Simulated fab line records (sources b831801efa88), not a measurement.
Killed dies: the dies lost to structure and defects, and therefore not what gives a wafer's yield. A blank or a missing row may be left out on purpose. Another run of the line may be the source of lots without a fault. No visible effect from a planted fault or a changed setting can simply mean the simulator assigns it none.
What tool caused it? :: flow sky130 :: Sampling: 10 lots, 30 wafers, 4 of 708 route steps

== WHAT EACH GAUGE READ, for each wafer ==
SKY_VT_ADJUST_LVTN_TW_MEAS_21. Usual: VT_ADJUST_LVTN_2_TW typically reads 187.4, with standard deviation 1.9.
lot: L829
measured: day 7 16:35
on: film_metro-02
VT_ADJUST_LVTN_2_TW: 185.1 184.3 185.4
flag: 

lot: L830
measured: day 8 00:26
on: film_metro-02
VT_ADJUST_LVTN_2_TW: 184.3 185.0 184.6
flag: 

lot: L834
measured: day 9 04:40
on: film_metro-02
VT_ADJUST_LVTN_2_TW: 183.6 184.1 183.4
flag: 

lot: L835
measured: day 9 07:41
on: film_metro-04
VT_ADJUST_LVTN_2_TW: 190.1 191.3 189.2
flag: 

lot: L836
measured: day 9 17:19
on: film_metro-02
VT_ADJUST_LVTN_2_TW: 183.5 183.3 184.5
flag: 

lot: L838
measured: day 10 03:37
on: film_metro-03
VT_ADJUST_LVTN_2_TW: 186.9 188.0 187.5
flag: 

lot: L841
measured: day 10 23:43
on: film_metro-04
VT_ADJUST_LVTN_2_TW: 189.0 188.4 190.0
flag: 

lot: L850
measured: day 14 08:16
on: film_metro-02
VT_ADJUST_LVTN_2_TW: 185.3 185.0 185.9
flag: 

lot: L852
measured: day 14 12:01
on: film_metro-02
VT_ADJUST_LVTN_2_TW: 185.8 186.1 185.9
flag: 

lot: L851
measured: day 14 16:47
on: film_metro-04
VT_ADJUST_LVTN_2_TW: 187.8 188.0 188.7
flag: 

SKY_POLY_GATE_THK_MEAS_01. Usual: POLY_GATE_CVD_00_THK typically reads 180.1 nm, with standard deviation 1.7.
lot: L829
measured: day 14 12:06
on: film_metro-04
POLY_GATE_CVD_00_THK (nm): 179.4 178.5 178.9
flag: 

lot: L830
measured: day 14 12:07
on: film_metro-02
POLY_GATE_CVD_00_THK (nm): 180.5 181.2 179.9
flag: 

lot: L834
measured: day 15 13:40
on: film_metro-01
POLY_GATE_CVD_00_THK (nm): 180.0 180.8 179.7
flag: 

lot: L835
measured: day 15 20:00
on: film_metro-04
POLY_GATE_CVD_00_THK (nm): 181.5 179.2 180.5
flag: 

lot: L836
measured: day 16 06:41
on: film_metro-04
POLY_GATE_CVD_00_THK (nm): 180.4 181.4 181.0
flag: 

lot: L838
measured: day 17 01:01
on: film_metro-02
POLY_GATE_CVD_00_THK (nm): 179.2 179.5 179.3
flag: 

lot: L841
measured: day 17 20:21
on: film_metro-04
POLY_GATE_CVD_00_THK (nm): 173.1 164.8 150.7
flag: OFF

lot: L850
measured: day 22 01:59
on: film_metro-04
POLY_GATE_CVD_00_THK (nm): 180.8 180.9 180.5
flag: 

lot: L852
measured: day 22 04:20
on: film_metro-01
POLY_GATE_CVD_00_THK (nm): 179.4 178.4 178.3
flag: 

lot: L851
measured: day 22 10:11
on: film_metro-02
POLY_GATE_CVD_00_THK (nm): 179.7 177.7 179.0
flag: 

== TOOL THAT RAN EACH LOT (tool first, then ch and the chambers of the sampled wafers, then the start) ==
lot: L829
SKY_VT_ADJUST_PCH_STRIP_09: plasma_asher-02 ch 0,1, day 10 08:22
SKY_POLY_GATE_CVD_00: lpcvd-01 ch 1, day 14 10:52

lot: L830
SKY_VT_ADJUST_PCH_STRIP_09: plasma_asher-01 ch 0,1, day 10 17:25
SKY_POLY_GATE_CVD_00: lpcvd-01 ch 1, day 14 10:52

lot: L834
SKY_VT_ADJUST_PCH_STRIP_09: plasma_asher-02 ch 0,1, day 11 23:16
SKY_POLY_GATE_CVD_00: lpcvd-01 ch 1, day 15 12:28

lot: L835
SKY_VT_ADJUST_PCH_STRIP_09: plasma_asher-04 ch 0,1, day 12 02:31
SKY_POLY_GATE_CVD_00: lpcvd-01 ch 1, day 15 18:47

lot: L836
SKY_VT_ADJUST_PCH_STRIP_09: plasma_asher-02 ch 0,1, day 12 14:10
SKY_POLY_GATE_CVD_00: lpcvd-01 ch 1, day 16 05:29

lot: L838
SKY_VT_ADJUST_PCH_STRIP_09: plasma_asher-04 ch 0,1, day 13 01:37
SKY_POLY_GATE_CVD_00: lpcvd-01 ch 0, day 16 23:48

lot: L841
SKY_VT_ADJUST_PCH_STRIP_09: plasma_asher-02 ch 0,1, day 13 23:56
SKY_POLY_GATE_CVD_00: lpcvd-01 ch 0, day 17 19:09

lot: L850
SKY_VT_ADJUST_PCH_STRIP_09: plasma_asher-04 ch 0,1, day 17 19:25
SKY_POLY_GATE_CVD_00: lpcvd-01 ch 1, day 22 00:47

lot: L852
SKY_VT_ADJUST_PCH_STRIP_09: plasma_asher-01 ch 0,1, day 17 23:03
SKY_POLY_GATE_CVD_00: lpcvd-01 ch 1, day 22 03:08

lot: L851
SKY_VT_ADJUST_PCH_STRIP_09: plasma_asher-02 ch 0,1, day 18 04:23
SKY_POLY_GATE_CVD_00: lpcvd-01 ch 0, day 22 08:58
- SKY_VT_ADJUST_PCH_STRIP_09: strips in O2/N2.
- SKY_POLY_GATE_CVD_00: deposits poly-Si, target thk 180 nm, time 720 s.

== WHAT THE TOOLS THEMSELVES READ (means of the sampled wafers that have a number; where no wafer has one, the mark that the record gives instead) ==
SKY_VT_ADJUST_PCH_STRIP_09. Usual: drypump_motor_current_A 5.9 A, standard deviation 0.51; oes_product_au 0.723 a.u., standard deviation 0.0046; strip_time_to_endpoint_s 36.95 s, standard deviation 0.12.
lot: L829
tool: plasma_asher-02
drypump_motor_current_A (A): 6.1
oes_product_au (a.u.): 0.722
strip_time_to_endpoint_s (s): 36.99
flag: 

lot: L830
tool: plasma_asher-01
drypump_motor_current_A (A): 5.8
oes_product_au (a.u.): 0.721
strip_time_to_endpoint_s (s): 37.03
flag: 

lot: L834
tool: plasma_asher-02
drypump_motor_current_A (A): 5.7
oes_product_au (a.u.): 0.724
strip_time_to_endpoint_s (s): 36.98
flag: 

lot: L835
tool: plasma_asher-04
drypump_motor_current_A (A): 5.5
oes_product_au (a.u.): 0.728
strip_time_to_endpoint_s (s): 36.99
flag: 

lot: L836
tool: plasma_asher-02
drypump_motor_current_A (A): 5.8
oes_product_au (a.u.): 0.718
strip_time_to_endpoint_s (s): 36.84
flag: 

lot: L838
tool: plasma_asher-04
drypump_motor_current_A (A): 5.8
oes_product_au (a.u.): 0.725
strip_time_to_endpoint_s (s): 36.93
flag: 

lot: L841
tool: plasma_asher-02
drypump_motor_current_A (A): 6.1
oes_product_au (a.u.): 0.723
strip_time_to_endpoint_s (s): 36.89
flag: 

lot: L850
tool: plasma_asher-04
drypump_motor_current_A (A): 5.8
oes_product_au (a.u.): 0.727
strip_time_to_endpoint_s (s): 37.14
flag: 

lot: L852
tool: plasma_asher-01
drypump_motor_current_A (A): 6.1
oes_product_au (a.u.): 0.719
strip_time_to_endpoint_s (s): 36.86
flag: 

lot: L851
tool: plasma_asher-02
drypump_motor_current_A (A): 6.1
oes_product_au (a.u.): 0.715
strip_time_to_endpoint_s (s): 36.61
flag: 

SKY_POLY_GATE_CVD_00. Usual: spike_tc_centre_C 620.7 C, standard deviation 1.8; spike_tc_lower_C 619.7 C, standard deviation 1; spike_tc_upper_C 618.6 C, standard deviation 1.7; zone_power_centre_pct 9.5 %, standard deviation 0.37; zone_power_lower_pct 8.3 %, standard deviation 1; zone_power_upper_pct 8.16 %, standard deviation 0.15.
lot: L829
tool: lpcvd-01
spike_tc_centre_C (C): 620.5
spike_tc_lower_C (C): 619.4
spike_tc_upper_C (C): 616.7
zone_power_centre_pct (%): 9.8
zone_power_lower_pct (%): 7.5
zone_power_upper_pct (%): 8.27
flag: 

lot: L830
tool: lpcvd-01
spike_tc_centre_C (C): 619.6
spike_tc_lower_C (C): 618.5
spike_tc_upper_C (C): 616.7
zone_power_centre_pct (%): 9.8
zone_power_lower_pct (%): 7.6
zone_power_upper_pct (%): 8.26
flag: 

lot: L834
tool: lpcvd-01
spike_tc_centre_C (C): 618.7
spike_tc_lower_C (C): 620.1
spike_tc_upper_C (C): 617.6
zone_power_centre_pct (%): 9.7
zone_power_lower_pct (%): 7.5
zone_power_upper_pct (%): 8.25
flag: 

lot: L835
tool: lpcvd-01
spike_tc_centre_C (C): 619.5
spike_tc_lower_C (C): 619.2
spike_tc_upper_C (C): 618.3
zone_power_centre_pct (%): 9.8
zone_power_lower_pct (%): 7.5
zone_power_upper_pct (%): 8.24
flag: 

lot: L836
tool: lpcvd-01
spike_tc_centre_C (C): 619.6
spike_tc_lower_C (C): 618.9
spike_tc_upper_C (C): 618.6
zone_power_centre_pct (%): 9.8
zone_power_lower_pct (%): 7.5
zone_power_upper_pct (%): 8.34
flag: 

lot: L838
tool: lpcvd-01
spike_tc_centre_C (C): 622.8
spike_tc_lower_C (C): 620.3
spike_tc_upper_C (C): 619.9
zone_power_centre_pct (%): 9.0
zone_power_lower_pct (%): 9.7
zone_power_upper_pct (%): 8.01
flag: 

lot: L841
tool: lpcvd-01
spike_tc_centre_C (C): 590.1
spike_tc_lower_C (C): 624.0
spike_tc_upper_C (C): 625.7
zone_power_centre_pct (%): 3.6
zone_power_lower_pct (%): 12.9
zone_power_upper_pct (%): 10.46
flag: OFF

lot: L850
tool: lpcvd-01
spike_tc_centre_C (C): 619.6
spike_tc_lower_C (C): 620.1
spike_tc_upper_C (C): 617.0
zone_power_centre_pct (%): 9.8
zone_power_lower_pct (%): 7.5
zone_power_upper_pct (%): 8.24
flag: 

lot: L852
tool: lpcvd-01
spike_tc_centre_C (C): 619.6
spike_tc_lower_C (C): 619.5
spike_tc_upper_C (C): 616.9
zone_power_centre_pct (%): 9.7
zone_power_lower_pct (%): 7.5
zone_power_upper_pct (%): 8.26
flag: 

lot: L851
tool: lpcvd-01
spike_tc_centre_C (C): 623.2
spike_tc_lower_C (C): 619.7
spike_tc_upper_C (C): 620.8
zone_power_centre_pct (%): 9.1
zone_power_lower_pct (%): 9.8
zone_power_upper_pct (%): 7.99
flag: 

== THE ANSWER, worked out from the rows above alone ==
Rule: take the mean of a lot's wafers that have a number; if it is more than 3 standard deviations from the usual mean, the lot is off. A lot without any number at a reading at which 4 lots or more have one is off too. Any other lot the step has rows for is counted as sound. The gauges are gone through in route order, then the tools' own readings, and for those a lot's mean is taken as printed above. The first step at which some lot is off is used, and at that step the reading that is off furthest; a lot without a number counts as furthest.
Off: at SKY_POLY_GATE_THK_MEAS_01 (POLY_GATE_CVD_00_THK), L841.
A tool fits if, at a process step before that reading, it ran every lot that is off, and no sound lot after the first of them. Not tried: the gauges at SKY_POLY_GATE_THK_MEAS_01; whatever is off there is also off at SKY_POLY_GATE_CVD_00, on other tools, and gauge error can't account for it. No candidate that was tried fits.

== WHAT THE SIMULATOR PUT IN ==
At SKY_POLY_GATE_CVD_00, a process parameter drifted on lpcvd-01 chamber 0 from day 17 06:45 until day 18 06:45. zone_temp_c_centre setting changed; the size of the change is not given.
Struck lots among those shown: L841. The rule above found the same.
